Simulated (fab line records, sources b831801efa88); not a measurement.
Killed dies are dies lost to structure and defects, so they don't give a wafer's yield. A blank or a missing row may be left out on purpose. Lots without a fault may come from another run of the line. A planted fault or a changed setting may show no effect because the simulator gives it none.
A struck lot beside a sound one | flow sky130 | 15 steps out of a route of 708
Sound: wafers L732.1, L732.4, L732.5. Struck: wafers L741.1, L741.3, L741.6. The cause comes at the end.
At each step with rows: each side's tool, then ch and its chambers, then its first start. Under that, the readings that differ: sound wafers | struck wafers | difference of the means | sigmas: that difference in standard deviations of wafers without a fault.
alike: readings whose means differ by less than 2 such deviations, and words and numbers that are the same on both sides. not compared: withheld readings, readings that some wafer has no value for, bounds like >300 that may hide the same value, and numbers for which the record gives no deviation and whose values overlap.
The two part at a step that has a row with sigmas, a row that says differs or no value, or rows on one side only. Numbers that don't overlap but have no deviation are shown without sigmas and don't part them. A reading that every wafer of one side lacks parts them only if that side has two wafers or more.

SKY_LDD_LDN_TW_MEAS_13:
  sound on film_metro-03, day 25 19:09; struck on film_metro-03, day 28 17:30
  alike: LDD_LDN_TW
then, 2 steps without rows for these wafers: SKY_LDD_LDN_CLEAN_14 (cleans in SC1/SC2, time 150 s); SKY_SPACER_CVD_00 (deposits Si3N4 from DCS/NH3, target thk 43.1 nm, time 740 s).
SKY_SPACER_THK_MEAS_01:
  sound on film_metro-04, day 25 20:28; struck on film_metro-02, day 28 19:43
  alike: SPACER_CVD_00_THK
SKY_SPACER_ETCHBACK_02: etches Si3N4 in CH3F/O2, stops on SiO2, time 46.7 s, target depth 45 nm.
  sound on rie_diel-04 ch 0,1,2, day 25 20:32; struck on rie_diel-01 ch 0,1, day 28 19:47
  alike: drypump_motor_current_A, oes_product_au, throttle_valve_pct
  not compared: rf_hours_counter_h
then, 7 steps without rows for these wafers: SKY_POLY_CUT_DEHYDRATE_00 (time 60 s); SKY_POLY_CUT_HMDS_01 (prime time 60 s); SKY_POLY_CUT_COAT_02 (resist thk 60 nm); SKY_POLY_CUT_COAT_03 (resist thk 450 nm); SKY_POLY_CUT_SOFTBAKE_04 (time 90 s); SKY_POLY_CUT_EXPOSE_05 (exposes mask NPCM, target cd 270 nm); SKY_POLY_CUT_PEB_06.
SKY_POLY_CUT_DEVELOP_07: develop time 60 s.
  sound on litho_track-02 ch 0, day 27 01:00; struck on litho_track-03 ch 0, day 30 00:00
  reading              | sound             | struck            | difference | sigmas
  developer_temp_C (C) | 20.82 20.97 21.03 | 19.97 19.94 19.88 | -1.01      | -9
  alike: exhaust_pa
SKY_POLY_CUT_CD_MEAS_08: target cd 270 nm.
  sound on cd_sem-01, day 27 02:01; struck on cd_sem-02, day 30 00:38
  reading    | sound             | struck            | difference | sigmas
  cd_nm (nm) | 271.0 270.8 269.7 | 266.3 267.3 266.2 | -3.9       | -3
-- the record jumps here: 20 days lie between the struck wafers' starts before and after (it left off in module POLY_CUT and takes up again in module PAD_OPEN, whose first step shown is number 708 of the route) --
SKY_PAD_OPEN_PROBE_99:
  sound on prober-01, day 47 19:58; struck on prober-01, day 49 19:28
  alike: killed_at_M0_to_M3, killed_at_M4_up, killed_at_contacts, killed_at_front_end, killed_at_other, killed_dies, killed_open, killed_short

WHERE THEY PART
First at SKY_POLY_CUT_DEVELOP_07; last, within this record, at SKY_POLY_CUT_CD_MEAS_08. Later steps at which nothing parts them and some readings are alike: SKY_PAD_OPEN_PROBE_99.

WHY: what the simulator had put in
Process parameter drift: litho_track-03, from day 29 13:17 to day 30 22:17, at SKY_POLY_CUT_DEVELOP_07. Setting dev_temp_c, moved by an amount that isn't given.
